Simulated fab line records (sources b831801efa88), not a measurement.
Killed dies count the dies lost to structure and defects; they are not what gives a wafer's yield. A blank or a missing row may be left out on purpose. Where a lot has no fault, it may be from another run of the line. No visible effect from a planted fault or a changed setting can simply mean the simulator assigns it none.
fab line records | flow sfqLine
record lots=7 | wafers=20 | lastDay=97
route steps=325 shown I6@276 M7@281 I7@296 M8@311
lots that met no fault: taken from a fault-free run of the same line
startH: hours from the record's first day to the start of the lot's first wafer shown | waitH: time in hours since the lot's previous step | " unchanged from the row above | L1.1+2: a row that stands for several wafers | - value missing, or start not given | * or withheld: withheld | < > ~ a bound
route shown NAME@n: names a module that has steps shown in the file, with the first one's number in the route | usual: mean and standard deviation over wafers with no fault | same: alike in all rows | chamber/n: place in a boat | sites: each site's reading | _std_site: how widely they spread, as a standard deviation | _edge_site: mean of outer sites minus mean of inner sites | radiusMm: for every site, how far away it sits from the centre of the wafer | mask NAME#n: copy n | behind: the tool/chamber that last shaped the wafer | hold: why the lot was held/for how many hours/how that ended | device: transistor that didn't switch, given as n, p or np | end of line: the same wafers' tests at the end of the route | for a step that has no rows: nothing shown but its recipe | killed: dies lost to structure and defects at the first sort, not the wafer's yield | map: shows each die of a wafer: x if killed, . if not, _ if none is there
set.NAME: setting as actually run; set.NAME@STEP: the setting as run at that earlier step | model.NAME: the simulator's own value behind a step, which no gauge read
a table for each step, a row for each wafer; lots at some steps of the route
services: the hour from which a tool's chamber was out of use, counted from the record's first day as startH (under 0 if before that day), plus the number of hours and why
## steps
# step SFQ_I6_OVL_MEAS_942
# usual I6_OVL=0/5.6
lot.wafer | tool       | chamber | startH  | waitH | I6_OVL[nm]
L967.3    | overlay-02 | -       | 1851.97 | 0.1   | -7
L967.4    | "          | -       | "       | "     | -5
L967.6    | "          | -       | "       | "     | -4
L971.1    | overlay-01 | -       | 1865.12 | 0.1   | 1
L971.2    | "          | -       | "       | "     | -5
L971.5    | "          | -       | "       | "     | -3
L980.1    | overlay-01 | -       | 1914.88 | 0.1   | 1
L980.6    | "          | -       | "       | "     | -4
L981.2    | overlay-01 | -       | 1961.08 | 0.1   | -5
L981.4    | "          | -       | "       | "     | -10
L981.5    | "          | -       | "       | "     | -10
L982.1    | overlay-01 | -       | 1962.28 | 0.1   | 5
L982.5    | "          | -       | "       | "     | 0
L982.6    | "          | -       | "       | "     | 4
L987.1    | overlay-01 | -       | 2113.61 | 0.1   | -1
L987.2    | "          | -       | "       | "     | 0
L987.6    | "          | -       | "       | "     | -5
L989.2    | overlay-02 | -       | 2144.31 | 0.1   | 10
L989.3    | "          | -       | "       | "     | 8
L989.4    | "          | -       | "       | "     | 12
# step SFQ_TRILAYER_I6_VIA_BARC_OPEN_VIA_ETCH_235
# recipe maskMaterial=PR | chemistry=O2 | targetDepthNm=125 | target=BARC | sourceW=500 | biasW=80 | pressureMtorr=30 | timeS=41.7
# step SFQ_TRILAYER_I6_VIA_ETCH_VIA_ETCH_172
# recipe target=SiO2 | stopOn=Nb | maskMaterial=PR | taperDeg=20 | chemistry=CHF3 | targetDepthNm=260 | sourceW=515.2 | biasW=80 | pressureMtorr=30 | timeS=withheld
# step SFQ_TRILAYER_I6_VIA_STRIP_STRIP_173
# recipe gas=O2 | powerW=200 | platenTempC=40 | overashFraction=0.65 | chemistry=O2 | pressureMtorr=50
# step SFQ_TRILAYER_I6_VIA_STRIP_SOLV_CLEAN_174
# recipe chemistry=NMP | tempC=70 | timeS=600
# step SFQ_TRILAYER_M7_DEP_PRE_CLEAN_176
# recipe gas=Ar | timeS=22.5 | biasV=250
# step SFQ_TRILAYER_M7_DEP_SPUTTER_175
# recipe material=Nb | basePressurePa=1.33e-06 | chamberPressurePa=0.1333 | substrateTempC=20 | targetThkNm=200 | powerW=2000 | timeS=127.5
# usual throttleValvePct=29.6/1.1
lot.wafer | tool          | chamber | startH  | waitH | throttleValvePct
L967.3    | pvdSputter-06 | -       | 1853.13 | 0.0   | 28.1
L967.4    | "             | -       | "       | "     | 28.5
L967.6    | "             | -       | "       | "     | 31.3
L971.1    | pvdSputter-05 | -       | 1866.11 | 0.0   | 31.5
L971.2    | "             | -       | "       | "     | 29.3
L971.5    | "             | -       | "       | "     | 29.3
L980.1    | pvdSputter-05 | -       | 1915.87 | 0.0   | 30.4
L980.6    | "             | -       | "       | "     | 31.3
L981.2    | pvdSputter-06 | -       | 1962.07 | 0.0   | 27.8
L981.4    | "             | -       | "       | "     | 31.3
L981.5    | "             | -       | "       | "     | 28.0
L982.1    | pvdSputter-04 | -       | 1963.27 | 0.0   | 29.0
L982.5    | "             | -       | "       | "     | 28.1
L982.6    | "             | -       | "       | "     | 29.4
L987.1    | pvdSputter-05 | -       | 2115.21 | 0.0   | 29.3
L987.2    | "             | -       | "       | "     | 31.1
L987.6    | "             | -       | "       | "     | 29.5
L989.2    | pvdSputter-04 | -       | 2145.30 | 0.0   | 29.1
L989.3    | "             | -       | "       | "     | 28.5
L989.4    | "             | -       | "       | "     | 30.2
# step SFQ_M7_RS_MEAS_943
# recipe thkMeasGauge=four-point-probe | reads=Nb_of_TRILAYER_M7_DEP_SPUTTER_175
# usual M7_NB_RS=0.925/0.0069
lot.wafer | tool         | chamber | startH  | waitH | M7_NB_RS[ohm/sq]
L967.3    | filmMetro-03 | -       | 1853.26 | 0.1   | 0.932
L967.4    | "            | -       | "       | "     | 0.932
L967.6    | "            | -       | "       | "     | 0.934
L971.1    | filmMetro-04 | -       | 1866.20 | 0.0   | 0.918
L971.2    | "            | -       | "       | "     | 0.925
L971.5    | "            | -       | "       | "     | 0.922
L980.1    | filmMetro-03 | -       | 1915.96 | 0.0   | 0.921
L980.6    | "            | -       | "       | "     | 0.921
L981.2    | filmMetro-01 | -       | 1962.18 | 0.1   | 0.918
L981.4    | "            | -       | "       | "     | 0.923
L981.5    | "            | -       | "       | "     | 0.917
L982.1    | filmMetro-03 | -       | 1963.36 | 0.0   | 0.920
L982.5    | "            | -       | "       | "     | 0.931
L982.6    | "            | -       | "       | "     | 0.934
L987.1    | filmMetro-01 | -       | 2115.30 | 0.0   | 0.923
L987.2    | "            | -       | "       | "     | 0.926
L987.6    | "            | -       | "       | "     | 0.935
L989.2    | filmMetro-01 | -       | 2145.41 | 0.1   | 0.935
L989.3    | "            | -       | "       | "     | 0.935
L989.4    | "            | -       | "       | "     | 0.941
# step SFQ_TRILAYER_M7_LITHO_COAT_182
# recipe resist=BARC | spinRpm=3000 | resistThkNm=62
# step SFQ_TRILAYER_M7_LITHO_COAT_177
# recipe resist=KrF | spinRpm=3000 | resistThkNm=600
# step SFQ_TRILAYER_M7_LITHO_SOFTBAKE_181
# recipe tempC=withheld | timeS=withheld | resist=KrF
# step SFQ_TRILAYER_M7_LITHO_EXPOSE_178
# recipe maskId=M7 | na=0.6 | sourceShape=conventional | sigmaOuter=0.65 | targetCdNm=500 | doseMj=14.4
# usual exposureDoseMJCm2=14.402/0.015 | focusOffsetNm=0.0/0.5
lot.wafer | tool          | chamber | startH  | waitH | mask | exposureDoseMJCm2 | focusOffsetNm
L967.3    | krfScanner-02 | 0       | 1952.82 | -     | M7#0 | 14.408            | 0.2
L967.4    | "             | 0       | "       | "     | M7#0 | 14.414            | 0.3
L967.6    | "             | 0       | "       | "     | M7#0 | 14.386            | -0.4
L971.1    | krfScanner-01 | 0       | 1967.56 | -     | M7#0 | 14.399            | 1.1
L971.2    | "             | 0       | "       | "     | M7#0 | 14.400            | 0.0
L971.5    | "             | 0       | "       | "     | M7#0 | 14.404            | 0.7
L980.1    | krfScanner-02 | 0       | 2020.49 | -     | M7#0 | 17.391            | 0.0
L980.6    | "             | 0       | 2021.49 | -     | M7#0 | 17.404            | 0.8
L981.2    | krfScanner-02 | 0       | 2055.49 | -     | M7#0 | 17.405            | -0.2
L981.4    | "             | 0       | "       | "     | M7#0 | 17.417            | -0.6
L981.5    | "             | 0       | "       | "     | M7#0 | 17.411            | -0.6
L982.1    | krfScanner-02 | 0       | 2060.09 | -     | M7#0 | 17.409            | 0.6
L982.5    | "             | 0       | "       | "     | M7#0 | 17.417            | 0.2
L982.6    | "             | 0       | "       | "     | M7#0 | 17.405            | -0.2
L987.1    | krfScanner-01 | 0       | 2118.68 | -     | M7#0 | 14.422            | 0.8
L987.2    | "             | 0       | "       | "     | M7#0 | 14.444            | 0.0
L987.6    | "             | 0       | "       | "     | M7#0 | 14.405            | 0.3
L989.2    | krfScanner-01 | 0       | 2146.52 | -     | M7#0 | 14.414            | -0.8
L989.3    | "             | 0       | "       | "     | M7#0 | 14.426            | -0.1
L989.4    | "             | 0       | "       | "     | M7#0 | 14.389            | -0.3
# step SFQ_TRILAYER_M7_LITHO_PEB_180
# recipe pebTempC=115 | pebTimeS=60 | resist=KrF
# step SFQ_TRILAYER_M7_LITHO_DEVELOP_179
# recipe timeS=60 | resist=KrF
# step SFQ_M7_OVL_MEAS_945
# usual M7_OVL=-3/5.3
lot.wafer | tool       | chamber | startH  | waitH | M7_OVL[nm]
L967.3    | overlay-02 | -       | 1953.93 | 0.1   | 3
L967.4    | "          | -       | "       | "     | 7
L967.6    | "          | -       | "       | "     | 1
L971.1    | overlay-02 | -       | 1969.06 | 0.1   | -7
L971.2    | "          | -       | "       | "     | -2
L971.5    | "          | -       | "       | "     | -3
L980.1    | overlay-01 | -       | 2021.99 | 0.1   | -6
L980.6    | "          | -       | "       | "     | -7
L981.2    | overlay-01 | -       | 2056.79 | 0.1   | 1
L981.4    | "          | -       | "       | "     | -7
L981.5    | "          | -       | "       | "     | 1
L982.1    | overlay-01 | -       | 2061.59 | 0.1   | -5
L982.5    | "          | -       | "       | "     | -9
L982.6    | "          | -       | "       | "     | -6
L987.1    | overlay-01 | -       | 2120.18 | 0.1   | -10
L987.2    | "          | -       | "       | "     | 4
L987.6    | "          | -       | "       | "     | 1
L989.2    | overlay-01 | -       | 2147.83 | 0.1   | -3
L989.3    | "          | -       | "       | "     | -7
L989.4    | "          | -       | "       | "     | -1
# step SFQ_TRILAYER_M7_BARC_OPEN_METAL_ETCH_229
# recipe maskMaterial=PR | chemistry=O2 | targetDepthNm=125 | target=BARC | icpW=600 | biasW=80 | pressureMtorr=10 | timeS=41.7
# usual drypumpMotorCurrentA=5.9/0.33 | oesProductAu=0.685/0.005
lot.wafer | tool        | chamber | startH  | waitH | drypumpMotorCurrentA | oesProductAu | rfHoursCounterH | model.M7.cdNm
L967.3    | rieMetal-04 | 0       | 1953.98 | 0.0   | 5.6                  | 0.682        | -               | 500.3
L967.4    | "           | 1       | "       | "     | 6.2                  | 0.692        | -               | 501.6
L967.6    | "           | 1       | "       | "     | 6.2                  | 0.688        | -               | 501.8
L971.1    | rieMetal-02 | 1       | 1969.10 | 0.0   | 6.3                  | 0.671        | 109             | 500.7
L971.2    | "           | 1       | "       | "     | 6.3                  | 0.685        | -               | 499.6
L971.5    | "           | 1       | "       | "     | 6.3                  | 0.684        | -               | 500.1
L980.1    | rieMetal-01 | 0       | 2022.02 | 0.0   | 5.9                  | 0.679        | 1               | 469.9
L980.6    | "           | 1       | "       | "     | 5.4                  | 0.682        | -               | 471
L981.2    | rieMetal-04 | 0       | 2056.82 | 0.0   | 5.5                  | 0.679        | 34              | 470.5
L981.4    | "           | 1       | "       | "     | 6.2                  | 0.692        | -               | 471.6
L981.5    | "           | 0       | "       | "     | 5.5                  | 0.686        | -               | 470.3
L982.1    | rieMetal-01 | 1       | 2061.62 | 0.0   | 5.4                  | 0.688        | 116             | 471.8
L982.5    | "           | 1       | "       | "     | 5.4                  | 0.680        | -               | 471.1
L982.6    | "           | 0       | "       | "     | 5.9                  | 0.684        | -               | 472.2
L987.1    | rieMetal-02 | 0       | 2120.22 | 0.0   | 6.0                  | 0.681        | 21              | 501.1
L987.2    | "           | 0       | "       | "     | 6.1                  | 0.695        | -               | 501.8
L987.6    | "           | 0       | "       | "     | 6.0                  | 0.684        | -               | 501.7
L989.2    | rieMetal-02 | 1       | 2147.86 | 0.0   | 6.3                  | 0.686        | 3               | 497.9
L989.3    | "           | 0       | "       | "     | 6.0                  | 0.687        | -               | 499.9
L989.4    | "           | 1       | "       | "     | 6.3                  | 0.681        | -               | 498.1
# step SFQ_TRILAYER_M7_ETCH_METAL_ETCH_180
# recipe target=Nb | stopOn=SiO2 | maskMaterial=PR | chemistry=Cl2/Ar | targetDepthNm=240 | icpW=600 | biasW=80 | pressureMtorr=10 | timeS=120
# usual drypumpMotorCurrentA=5.9/0.33 | oesProductAu=0.875/0.0059
lot.wafer | tool        | chamber | startH  | waitH | drypumpMotorCurrentA | oesProductAu | rfHoursCounterH | model.M7.cdNm
L967.3    | rieMetal-04 | 0       | 1954.06 | 0.1   | 5.6                  | 0.881        | -               | 500.9
L967.4    | "           | 1       | "       | "     | 6.2                  | 0.876        | -               | 502.8
L967.6    | "           | 1       | "       | "     | 6.2                  | 0.862        | -               | 503.4
L971.1    | rieMetal-02 | 1       | 1969.22 | 0.1   | 6.3                  | 0.878        | 109             | 500.6
L971.2    | "           | 1       | "       | "     | 6.3                  | 0.880        | -               | 499.5
L971.5    | "           | 1       | "       | "     | 6.3                  | 0.872        | -               | 500.8
L980.1    | rieMetal-01 | 0       | 2022.08 | 0.0   | 5.9                  | 0.875        | 1               | 470.1
L980.6    | "           | 1       | "       | "     | 5.4                  | 0.890        | -               | 471.2
L981.2    | rieMetal-04 | 0       | 2056.88 | 0.0   | 5.5                  | 0.869        | 34              | 471.2
L981.4    | "           | 1       | "       | "     | 6.2                  | 0.879        | -               | 471.1
L981.5    | "           | 0       | "       | "     | 5.6                  | 0.881        | -               | 469.4
L982.1    | rieMetal-01 | 1       | 2061.68 | 0.0   | 5.4                  | 0.883        | 117             | 473
L982.5    | "           | 1       | "       | "     | 5.4                  | 0.875        | -               | 470.9
L982.6    | "           | 0       | "       | "     | 5.9                  | 0.862        | -               | 470.5
L987.1    | rieMetal-02 | 0       | 2120.34 | 0.1   | 6.0                  | 0.871        | 21              | 502.3
L987.2    | "           | 0       | "       | "     | 6.0                  | 0.868        | -               | 502.4
L987.6    | "           | 0       | "       | "     | 6.0                  | 0.876        | -               | 501.2
L989.2    | rieMetal-02 | 1       | 2147.92 | 0.0   | 6.3                  | 0.868        | 3               | 497.3
L989.3    | "           | 0       | "       | "     | 6.0                  | 0.874        | -               | 499.3
L989.4    | "           | 1       | "       | "     | 6.3                  | 0.873        | -               | 498
# step SFQ_TRILAYER_M7_STRIP_STRIP_181
# recipe gas=O2 | powerW=200 | platenTempC=40 | overashFraction=0.65 | chemistry=O2 | pressureMtorr=50
# usual drypumpMotorCurrentA=5.9/0.33 | oesProductAu=1.002/0.0069
lot.wafer | tool        | chamber | startH  | waitH | drypumpMotorCurrentA | oesProductAu | rfHoursCounterH
L967.3    | rieMetal-04 | 0       | 1954.34 | 0.2   | 5.6                  | 1.000        | -
L967.4    | "           | 1       | "       | "     | 6.2                  | 1.003        | -
L967.6    | "           | 1       | "       | "     | 6.2                  | 0.995        | -
L971.1    | rieMetal-02 | 1       | 1969.47 | 0.2   | 6.3                  | 0.993        | 109
L971.2    | "           | 1       | "       | "     | 6.3                  | 1.000        | -
L971.5    | "           | 1       | "       | "     | 6.3                  | 1.007        | -
L980.1    | rieMetal-01 | 0       | 2022.21 | 0.1   | 5.9                  | 1.014        | 1
L980.6    | "           | 1       | "       | "     | 5.4                  | 0.986        | -
L981.2    | rieMetal-04 | 0       | 2057.01 | 0.1   | 5.6                  | 1.009        | 34
L981.4    | "           | 1       | "       | "     | 6.2                  | 1.010        | -
L981.5    | "           | 0       | "       | "     | 5.6                  | 1.005        | -
L982.1    | rieMetal-01 | 1       | 2061.81 | 0.1   | 5.4                  | 0.999        | 117
L982.5    | "           | 1       | "       | "     | 5.4                  | 0.992        | -
L982.6    | "           | 0       | "       | "     | 5.9                  | 1.006        | -
L987.1    | rieMetal-02 | 0       | 2120.59 | 0.2   | 6.0                  | 1.004        | 21
L987.2    | "           | 0       | "       | "     | 6.0                  | 0.997        | -
L987.6    | "           | 0       | "       | "     | 6.0                  | 1.000        | -
L989.2    | rieMetal-02 | 1       | 2148.04 | 0.1   | 6.3                  | 0.996        | 3
L989.3    | "           | 0       | "       | "     | 6.1                  | 0.998        | -
L989.4    | "           | 1       | "       | "     | 6.3                  | 0.995        | -
# step SFQ_TRILAYER_M7_STRIP_SOLV_CLEAN_182
# recipe chemistry=NMP | tempC=70 | timeS=600
# step SFQ_TRILAYER_I7_DEP_PECVD_183
# recipe material=SiO2 | tempC=150 | timeS=111.11 | pressureTorr=2.4 | rfW=183.3 | precursor=SiH4/N2O | targetThkNm=500
# usual heaterPowerW=77/12 | throttleValvePct=25.0/1.5
lot.wafer | tool     | chamber | startH  | waitH | heaterPowerW | throttleValvePct
L967.3    | pecvd-01 | 2       | 1954.92 | 0.0   | 66           | 27.5
L967.4    | "        | 0       | "       | "     | 56           | 28.4
L967.6    | "        | 1       | "       | "     | 71           | 25.0
L971.1    | pecvd-02 | 1       | 1970.84 | 0.0   | 67           | 25.4
L971.2    | "        | 0       | "       | "     | 94           | 24.5
L971.5    | "        | 2       | "       | "     | 85           | 23.0
L980.1    | pecvd-02 | 0       | 2023.00 | 0.0   | 88           | 24.2
L980.6    | "        | 2       | "       | "     | 77           | 23.2
L981.2    | pecvd-04 | 0       | 2057.78 | 0.0   | 105          | 23.6
L981.4    | "        | 1       | "       | "     | 88           | 24.7
L981.5    | "        | 0       | "       | "     | 85           | 23.5
L982.1    | pecvd-02 | 1       | 2062.58 | 0.0   | 80           | 25.7
L982.5    | "        | 1       | "       | "     | 79           | 25.6
L982.6    | "        | 0       | "       | "     | 80           | 24.2
L987.1    | pecvd-04 | 1       | 2121.96 | 0.0   | 90           | 24.7
L987.2    | "        | 2       | "       | "     | 66           | 25.2
L987.6    | "        | 1       | "       | "     | 91           | 24.7
L989.2    | pecvd-04 | 2       | 2148.82 | 0.0   | 75           | 25.3
L989.3    | "        | 1       | "       | "     | 87           | 24.5
L989.4    | "        | 1       | "       | "     | 87           | 25.0
# step SFQ_TRILAYER_I7_CMP_CMP_184
# recipe material=SiO2 | downForcePsi=3.129 | platenRpm=60 | padVelocityMS=0.94248
# usual motorCurrentA=10.6/1.1 | timeToEndpointS=207/6.9
lot.wafer | tool   | chamber | startH  | waitH | motorCurrentA | timeToEndpointS
L967.4    | cmp-02 | 1       | 1955.99 | 1.0   | 11.3          | 208
L967.3    | "      | 2       | "       | "     | 10.3          | 201
L967.6    | "      | 3       | "       | "     | 12.8          | 201
L971.1    | cmp-01 | 0       | 1972.02 | 1.1   | 10.1          | 205
L971.2    | "      | 2       | 1973.02 | 2.1   | 12.2          | 207
L971.5    | "      | 0       | 1974.02 | 3.1   | 10.6          | 206
L980.1    | cmp-01 | 2       | 2024.58 | 1.5   | 12.5          | 198
L980.6    | "      | 0       | 2025.58 | 2.5   | 10.5          | 203
L981.2    | cmp-02 | 0       | 2057.86 | 0.0   | 8.8           | 205
L981.4    | "      | 3       | 2059.36 | 1.5   | 13.2          | 212
L981.5    | "      | 1       | 2060.36 | 2.5   | 11.1          | 209
L982.1    | cmp-02 | 1       | 2063.66 | 1.0   | 10.8          | 191
L982.5    | "      | 3       | 2064.66 | 2.0   | 12.7          | 200
L982.6    | "      | 0       | "       | "     | 9.0           | 204
L987.2    | cmp-02 | 0       | 2122.04 | 0.0   | 8.8           | 214
L987.1    | "      | 1       | "       | "     | 11.2          | 213
L987.6    | "      | 0       | 2124.04 | 2.0   | 8.6           | 220
L989.2    | cmp-01 | 2       | 2149.71 | 0.9   | 12.1          | 202
L989.3    | "      | 3       | "       | "     | 10.5          | 203
L989.4    | "      | 1       | 2151.21 | 2.3   | 10.8          | 213
# step SFQ_I7_BOW_MEAS_946
# recipe mode=bow
# usual I7_BOW=9/12
lot.wafer | tool         | chamber | startH  | waitH | I7_BOW[um]
L967.3    | filmMetro-02 | -       | 1958.03 | 1.0   | 20
L967.4    | "            | -       | "       | "     | 10
L967.6    | "            | -       | "       | "     | 7
L971.1    | filmMetro-04 | -       | 1974.52 | 2.0   | 4
L971.2    | "            | -       | "       | "     | 4
L971.5    | "            | -       | "       | "     | -1
L980.1    | filmMetro-01 | -       | 2026.08 | 1.0   | 1
L980.6    | "            | -       | "       | "     | -6
L981.2    | filmMetro-04 | -       | 2060.88 | 2.5   | 33
L981.4    | "            | -       | "       | "     | 20
L981.5    | "            | -       | "       | "     | 29
L982.1    | filmMetro-02 | -       | 2065.66 | 1.5   | 28
L982.5    | "            | -       | "       | "     | 14
L982.6    | "            | -       | "       | "     | 10
L987.1    | filmMetro-02 | -       | 2125.04 | 2.0   | 28
L987.2    | "            | -       | "       | "     | 15
L987.6    | "            | -       | "       | "     | 9
L989.2    | filmMetro-04 | -       | 2152.73 | 2.5   | 23
L989.3    | "            | -       | "       | "     | 28
L989.4    | "            | -       | "       | "     | 26
# step SFQ_TRILAYER_I7_METRO_MEASURE_185
# step SFQ_TRILAYER_I7_VIA_LITHO_COAT_192
# recipe resist=BARC | spinRpm=3000 | resistThkNm=62
# step SFQ_TRILAYER_I7_VIA_LITHO_COAT_187
# recipe resist=KrF | spinRpm=3000 | resistThkNm=650
# step SFQ_TRILAYER_I7_VIA_LITHO_SOFTBAKE_191
# recipe tempC=withheld | timeS=withheld | resist=KrF
# step SFQ_TRILAYER_I7_VIA_LITHO_EXPOSE_188
# recipe maskId=I7 | na=0.6 | sourceShape=conventional | sigmaOuter=0.65 | targetCdNm=1000 | doseMj=21.3
# step SFQ_TRILAYER_I7_VIA_LITHO_PEB_190
# recipe pebTempC=115 | pebTimeS=60 | resist=KrF
# step SFQ_TRILAYER_I7_VIA_LITHO_DEVELOP_189
# recipe timeS=60 | resist=KrF
# step SFQ_I7_OVL_MEAS_947
# usual I7_OVL=1/5.4
lot.wafer | tool       | chamber | startH  | waitH | I7_OVL[nm]
L967.3    | overlay-01 | -       | 2054.40 | 0.1   | 4
L967.4    | "          | -       | "       | "     | -5
L967.6    | "          | -       | "       | "     | -5
L971.1    | overlay-01 | -       | 2076.24 | 0.1   | -3
L971.2    | "          | -       | "       | "     | -13
L971.5    | "          | -       | "       | "     | 2
L980.1    | overlay-01 | -       | 2123.78 | 0.1   | 8
L980.6    | "          | -       | "       | "     | 8
L981.2    | overlay-01 | -       | 2153.83 | 0.1   | 1
L981.4    | "          | -       | "       | "     | -2
L981.5    | "          | -       | "       | "     | 6
L982.1    | overlay-01 | -       | 2157.42 | 0.1   | 3
L982.5    | "          | -       | "       | "     | 2
L982.6    | "          | -       | "       | "     | 1
L987.1    | overlay-01 | -       | 2221.43 | 0.1   | 1
L987.2    | "          | -       | "       | "     | -1
L987.6    | "          | -       | "       | "     | -4
L989.2    | overlay-01 | -       | 2247.06 | 0.1   | -3
L989.3    | "          | -       | "       | "     | -8
L989.4    | "          | -       | "       | "     | -2
# step SFQ_TRILAYER_I7_VIA_BARC_OPEN_VIA_ETCH_260
# recipe maskMaterial=PR | chemistry=O2 | targetDepthNm=125 | target=BARC | sourceW=500 | biasW=80 | pressureMtorr=30 | timeS=41.7
# usual drypumpMotorCurrentA=5.8/0.58 | oesProductAu=0.685/0.0045
lot.wafer | tool       | chamber | startH  | waitH | drypumpMotorCurrentA | oesProductAu | rfHoursCounterH
L967.3    | rieDiel-03 | 0       | 2054.42 | 0.0   | 5.6                  | 0.683        | 16
L967.4    | "          | 1       | "       | "     | 6.3                  | 0.685        | -
L967.6    | "          | 0       | "       | "     | 5.6                  | 0.686        | -
L971.1    | rieDiel-04 | 0       | 2076.27 | 0.0   | 5.7                  | 0.681        | 4
L971.2    | "          | 3       | "       | "     | 4.7                  | 0.686        | 16
L971.5    | "          | 1       | "       | "     | 5.4                  | 0.684        | -
L980.1    | rieDiel-04 | 3       | 2123.82 | 0.0   | 4.7                  | 0.677        | 18
L980.6    | "          | 1       | "       | "     | 5.4                  | 0.677        | -
L981.2    | rieDiel-03 | 3       | 2153.86 | 0.0   | 4.8                  | 0.684        | 7
L981.4    | "          | 2       | "       | "     | 6.4                  | 0.690        | 10
L981.5    | "          | 0       | "       | "     | 5.6                  | 0.678        | -
L982.1    | rieDiel-03 | 2       | 2157.46 | 0.0   | 6.4                  | 0.681        | 10
L982.5    | "          | 2       | "       | "     | 6.4                  | 0.684        | -
L982.6    | "          | 3       | "       | "     | 4.8                  | 0.686        | -
L987.1    | rieDiel-04 | 0       | 2221.47 | 0.0   | 5.7                  | 0.685        | 7
L987.2    | "          | 1       | "       | "     | 5.4                  | 0.689        | 14
L987.6    | "          | 1       | "       | "     | 5.4                  | 0.689        | -
L989.2    | rieDiel-04 | 1       | 2247.09 | 0.0   | 5.4                  | 0.684        | 15
L989.3    | "          | 2       | "       | "     | 6.4                  | 0.679        | 2
L989.4    | "          | 3       | "       | "     | 4.7                  | 0.687        | 0
# step SFQ_TRILAYER_I7_VIA_ETCH_VIA_ETCH_190
# recipe target=SiO2 | stopOn=Nb | maskMaterial=PR | taperDeg=20 | chemistry=CHF3 | targetDepthNm=260 | sourceW=500 | biasW=80 | pressureMtorr=30 | timeS=withheld
# step SFQ_TRILAYER_I7_VIA_STRIP_STRIP_191
# recipe gas=O2 | powerW=200 | platenTempC=40 | overashFraction=0.65 | chemistry=O2 | pressureMtorr=50
# step SFQ_TRILAYER_I7_VIA_STRIP_SOLV_CLEAN_192
# recipe chemistry=NMP | tempC=70 | timeS=600
# step SFQ_TRILAYER_M8_LITHO_LOR_COAT_197
# recipe resist=lift-off | spinRpm=3000
# step SFQ_TRILAYER_M8_LITHO_LOR_BAKE_198
# recipe resist=lift-off | tempC=withheld | timeS=withheld
# step SFQ_TRILAYER_M8_LITHO_COAT_193
# recipe resist=KrF | spinRpm=3000 | resistThkNm=600
# step SFQ_TRILAYER_M8_LITHO_SOFTBAKE_199
# recipe tempC=withheld | timeS=withheld | resist=KrF
# step SFQ_TRILAYER_M8_LITHO_EXPOSE_194
# recipe maskId=M8 | na=0.6 | sourceShape=conventional | sigmaOuter=0.65 | targetCdNm=2000 | doseMj=14.4
# step SFQ_TRILAYER_M8_LITHO_PEB_196
# recipe pebTempC=116 | pebTimeS=60 | resist=KrF
# step SFQ_TRILAYER_M8_LITHO_DEVELOP_195
# recipe imgClearS=15 | timeS=55 | resist=KrF
# step SFQ_M8_BOW_MEAS_951
# recipe mode=bow
# usual M8_BOW=9/12
lot.wafer | tool         | chamber | startH  | waitH | M8_BOW[um] | model.etest.m7.ohmUm
L967.3    | filmMetro-03 | -       | 2064.22 | 0.0   | 22         | 1.86
L967.4    | "            | -       | "       | "     | 12         | 1.855
L967.6    | "            | -       | "       | "     | 8          | 1.857
L971.1    | filmMetro-03 | -       | 2169.35 | 0.0   | 4          | 1.833
L971.2    | "            | -       | "       | "     | 6          | 1.853
L971.5    | "            | -       | "       | "     | 1          | 1.84
L980.1    | filmMetro-02 | -       | 2221.45 | 0.0   | 2          | 1.958
L980.6    | "            | -       | "       | "     | -6         | 1.954
L981.2    | filmMetro-03 | -       | 2250.60 | 0.0   | 35         | 1.947
L981.4    | "            | -       | "       | "     | 22         | 1.955
L981.5    | "            | -       | "       | "     | 30         | 1.95
L982.1    | filmMetro-03 | -       | 2255.38 | 0.0   | 30         | 1.951
L982.5    | "            | -       | "       | "     | 15         | 1.982
L982.6    | "            | -       | "       | "     | 13         | 1.982
L987.1    | filmMetro-04 | -       | 2303.52 | 0.0   | 29         | 1.837
L987.2    | "            | -       | "       | "     | 17         | 1.844
L987.6    | "            | -       | "       | "     | 12         | 1.86
L989.2    | filmMetro-04 | -       | 2326.78 | 0.0   | 25         | 1.881
L989.3    | "            | -       | "       | "     | 28         | 1.872
L989.4    | "            | -       | "       | "     | 27         | 1.886
## services
tool          | chamber | startH  | hours | kind
rieMetal-02   | 0       | 1852.21 | 7.7   | repair
cmp-02        | -       | 1852.72 | 11.1  | pm
cmp-02        | -       | 1863.83 | 7.3   | pm
cmp-02        | -       | 1870.08 | 1.7   | repair
rieMetal-04   | -       | 1901.41 | 15.6  | pm
krfScanner-02 | -       | 1903.46 | 0.8   | pm
cmp-02        | -       | 1909.46 | 0.3   | repair
rieDiel-04    | 0       | 1923.44 | 4.9   | repair
rieMetal-02   | -       | 1941.40 | 14.6  | pm
rieMetal-02   | -       | 1956.69 | 0.2   | repair
cmp-02        | -       | 1970.58 | 1.1   | repair
krfScanner-02 | -       | 1977.45 | 1.0   | pm
rieDiel-04    | 0       | 2002.75 | 2.1   | repair
krfScanner-02 | -       | 2004.34 | 1.3   | pm
rieMetal-01   | -       | 2006.24 | 2.8   | pm
rieMetal-01   | -       | 2032.17 | 2.1   | repair
rieDiel-04    | 2       | 2044.14 | 3.6   | repair
rieDiel-04    | -       | 2060.26 | 14.6  | pm
rieDiel-04    | 1       | 2084.84 | 8.1   | repair
cmp-02        | -       | 2114.65 | 4.0   | pm
krfScanner-02 | -       | 2120.14 | 4.4   | pm
rieMetal-04   | -       | 2136.62 | 0.4   | repair
krfScanner-02 | -       | 2146.41 | 1.0   | pm
cmp-02        | -       | 2181.93 | 8.3   | pm
## key
firstSign step=SFQ_TRILAYER_M7_LITHO_EXPOSE_178 | reading=exposureDoseMJCm2 | direction=up | sigmas=99+ | usual=14.402 | struck=17.407
effect none on later readings
modelEffect step=SFQ_TRILAYER_M7_BARC_OPEN_METAL_ETCH_229 | value=M7.cdNm | without=501.6 | struck=471.1
modelEffect step=SFQ_TRILAYER_M7_ETCH_METAL_ETCH_180 | value=M7.cdNm | without=501.4 | struck=470.9
modelEffect step=SFQ_M8_BOW_MEAS_951 | value=etest.m7.ohmUm | without=1.841 | struck=1.96
metAt SFQ_TRILAYER_M7_LITHO_EXPOSE_178
struckWafers L980.1,L980.6,L981.2,L981.4,L981.5,L982.1,L982.5,L982.6
onsetBetween 1952.82 2020.49
fault kind=processParameterDrift | tool=krfScanner-02 | chamber=- | onsetH=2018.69 | steps=SFQ_TRILAYER_M7_LITHO_EXPOSE_178 | channel=doseMj | offset=3.0151 | shape=step | actsIn=theseRecipesOnly | stated=14.4
